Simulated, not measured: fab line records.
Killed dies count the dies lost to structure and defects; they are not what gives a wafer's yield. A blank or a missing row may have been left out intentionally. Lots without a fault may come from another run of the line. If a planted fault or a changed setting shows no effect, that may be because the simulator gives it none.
A struck lot beside a sound one :: flow sky130 :: 30 steps out of a route of 708
Sound: these wafers, L605.1, L605.2, L605.6. Wafers L616.4, L616.5, L616.6 were the ones struck. The cause is named last.
Per side, at each step with rows, come the tool, then ch with its chambers, and then its first start. Under that, the readings that differ: sound wafers :: struck wafers :: difference of the means :: sigmas: that difference in standard deviations of wafers without a fault.
alike: readings whose means differ by less than 2 such deviations, and words and numbers that are the same on both sides. not compared: withheld readings, readings that some wafer has no value for, bounds like >300 that may hide the same value, and numbers for which the record gives no deviation and whose values overlap.
Wherever a step has rows on one side only, a row that says differs or no value, or a row with sigmas, the two part there. When numbers do not overlap yet have no deviation, they are printed without sigmas and do not part them. A reading that every wafer of one side lacks parts them only if that side has two wafers or more.

SKY_LI_CONTACT_OVL_MEAS_13:
  sound: overlay-01 at day 30 03:47; struck: overlay-01 at day 33 11:45
  alike: LI_CONTACT_OVL
then, 1 step without rows for these wafers: SKY_LI_CONTACT_ETCH_14 (etches BARC in N2/H2, stops on SiO2, time 45.9 s, target depth 60 nm).
SKY_LI_CONTACT_ETCH_15: etches PSG in C4F8/O2/Ar, stops on Si, target depth 600 nm.
  sound on rieDiel-01 ch 0,2,3, day 30 03:52; struck on rieDiel-03 ch 1,2,3, day 33 11:49
  alike: oesProductAu
then, 5 steps without rows for these wafers: SKY_LI_CONTACT_STRIP_16 (strips in O2/N2); SKY_LI_CONTACT_CLEAN_17 (cleans in NMP, time 600 s); SKY_LI_CONTACT_PRE_CLEAN_18 (time 5.6 s); SKY_LI_CONTACT_SPUTTER_19 (material Ti, target thk 20 nm, time 106.37 s); SKY_LI_CONTACT_SPUTTER_20 (material TiN, target thk 20 nm, time 80 s).
SKY_LI_CONTACT_CVD_21: deposits W, target thk 400 nm, time 120.56 s.
  sound on cvdW-01 ch 0,1, day 30 04:23; struck on cvdW-01 ch 0,1, day 33 12:22
  alike: heaterPowerW
SKY_LI_CONTACT_RS_MEAS_22: a four-point-probe measurement.
  sound: filmMetro-02 at day 30 04:30; struck: filmMetro-04 at day 33 12:31
  alike: LI_CONTACT_W_RS
SKY_LI_CONTACT_THK_MEAS_23: measures by xrf.
  sound: filmMetro-02 at day 30 04:37; struck: filmMetro-04 at day 33 12:36
  alike: LI_CONTACT_W_THK
SKY_LI_CONTACT_CMP_24: polishes, stops on PSG, t overpolish 20 s, target thk 0 nm.
  sound on cmp-01 ch 0,3, day 30 04:41; struck on cmp-01 ch 2,3, day 33 12:38
  alike: motorCurrentA, overpolishRunS, timeToEndpointS
SKY_LOCAL_INTERCONNECT_SPUTTER_00: material TiN, target thk 100 nm, time 83.3 s.
  sound: pvdSputter-01 at day 30 04:59; struck: pvdSputter-01 at day 33 12:56
reading: cathodeDcPowerW (W)
sound: 6500.5 6497.0 6498.8
struck: 6737.5 6737.0 6739.7
difference: +239.3
sigmas: +99 or more

reading: model.TiN_of_LOCAL_INTERCONNECT_SPUTTER_00.thkNm (nm)
sound: 101 101.8 100.4
struck: 103.9 103.4 104.8
difference: +3.0
sigmas: 
  alike: throttleValvePct
SKY_LOCAL_INTERCONNECT_RS_MEAS_01: a four-point-probe measurement.
  sound: filmMetro-01 at day 30 05:03; struck: filmMetro-03 at day 33 13:04
reading: LOCAL_INTERCONNECT_TIN_RS (ohm/sq)
sound: 14.02 13.91 14.14
struck: 13.59 13.69 13.44
difference: -0.45
sigmas: -3
  not compared: hold
SKY_LOCAL_INTERCONNECT_THK_MEAS_02: measures by xrf.
  sound: filmMetro-01 at day 30 05:10; struck: filmMetro-03 at day 33 13:09
  alike: LOCAL_INTERCONNECT_TIN_THK
  not compared: hold
then, 7 steps without rows for these wafers: SKY_LOCAL_INTERCONNECT_HMDS_04 (prime time 60 s); SKY_LOCAL_INTERCONNECT_COAT_05 (resist thk 60 nm); SKY_LOCAL_INTERCONNECT_COAT_06 (resist thk 450 nm); SKY_LOCAL_INTERCONNECT_SOFTBAKE_07 (time 90 s); SKY_LOCAL_INTERCONNECT_EXPOSE_08 (exposes mask LI1M, target cd 170 nm); SKY_LOCAL_INTERCONNECT_PEB_09; SKY_LOCAL_INTERCONNECT_DEVELOP_10 (develop time 60 s).
SKY_LOCAL_INTERCONNECT_CD_MEAS_11: target cd 170 nm.
  sound: cdSem-02 at day 31 08:09; struck: cdSem-02 at day 34 15:08
  alike: cdNm
SKY_LOCAL_INTERCONNECT_OVL_MEAS_12:
  sound: overlay-01 at day 31 08:16; struck: overlay-01 at day 34 15:13
reading: LOCAL_INTERCONNECT_OVL (nm)
sound: -6 -2 -3
struck: 12 10 11
difference: +15
sigmas: +3
SKY_LOCAL_INTERCONNECT_ETCH_13: etches BARC in N2/H2, stops on SiO2, time 45.9 s, target depth 60 nm.
  sound on rieMetal-04 ch 0,1, day 31 08:19; struck on rieMetal-02 ch 0,1, day 34 15:15
  alike: drypumpMotorCurrentA, heBacksideLeakSccm, oesProductAu, throttleValvePct
  not compared: rfHoursCounterH
SKY_LOCAL_INTERCONNECT_METAL_ETCH_14: etches TiN in Cl2/BCl3, stops on PSG, target depth 110 nm, time 31.4 s.
  sound on rieMetal-04 ch 0,1, day 31 08:22; struck on rieMetal-02 ch 0,1, day 34 15:19
reading: model.LOCAL_INTERCONNECT.featureDepthNm (nm)
sound: 101 101.8 100.4
struck: 103.9 103.4 104.8
difference: +3.0
sigmas: 

reading: model.etch.depthNm (nm)
sound: 101 101.8 100.4
struck: 103.9 103.4 104.8
difference: +3.0
sigmas: 
  alike: drypumpMotorCurrentA, heBacksideLeakSccm, oesProductAu, throttleValvePct
  not compared: rfHoursCounterH
SKY_LOCAL_INTERCONNECT_STRIP_15: strips in O2/N2.
  sound on plasmaAsher-02 ch 0,1, day 31 08:25; struck on plasmaAsher-03 ch 0,1, day 34 15:23
  alike: drypumpMotorCurrentA, oesProductAu, stripTimeToEndpointS
  not compared: rfHoursCounterH
SKY_LOCAL_INTERCONNECT_STRIP_16: strips in post etch residue remover, time 1200 s.
  sound on wetBench-02 ch 1, day 31 08:31; struck on wetBench-03 ch 1, day 34 15:26
reading: model.TiN_of_LOCAL_INTERCONNECT_SPUTTER_00.thkNm (nm)
sound: 100.5 101.4 99.93
struck: 103.5 103 104.4
difference: +3.0
sigmas: 
then, 1 step without rows for these wafers: SKY_LOCAL_INTERCONNECT_CLEAN_17 (cleans in IPA, time 180 s).
-- record jumps: 14 days separate the struck wafers' starts on either side; left off in module LOCAL_INTERCONNECT, taken up again in module PAD_OPEN, whose first shown step is the route's number 708 --
SKY_PAD_OPEN_PROBE_99:
  sound: prober-02 at day 46 11:29; struck: prober-01 at day 48 21:40
reading: model.etest.resLi.lineOhmUm
sound: 74.06 73.69 75.11
struck: 72.47 73.52 72.75
difference: -1.37
sigmas: 

reading: model.etest.resLi.rsOhmSq
sound: 12.75 12.64 12.77
struck: 12.38 12.38 12.19
difference: -0.40
sigmas: 
  alike: killed_at_M0_to_M3, killed_at_M4_up, killedAtContacts, killedAtFrontEnd, killedAtOther, killedDies, killedOpen, killedShort

WHERE THEY PART
Last at SKY_LOCAL_INTERCONNECT_OVL_MEAS_12 as far as this record goes, first at SKY_LOCAL_INTERCONNECT_SPUTTER_00. Later steps at which nothing parts them and some readings are alike: SKY_LOCAL_INTERCONNECT_ETCH_13, SKY_LOCAL_INTERCONNECT_METAL_ETCH_14, SKY_LOCAL_INTERCONNECT_STRIP_15, SKY_PAD_OPEN_PROBE_99.

WHY: what had been put in by the simulator
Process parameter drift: pvdSputter-01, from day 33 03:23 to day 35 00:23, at SKY_LOCAL_INTERCONNECT_SPUTTER_00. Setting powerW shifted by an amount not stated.
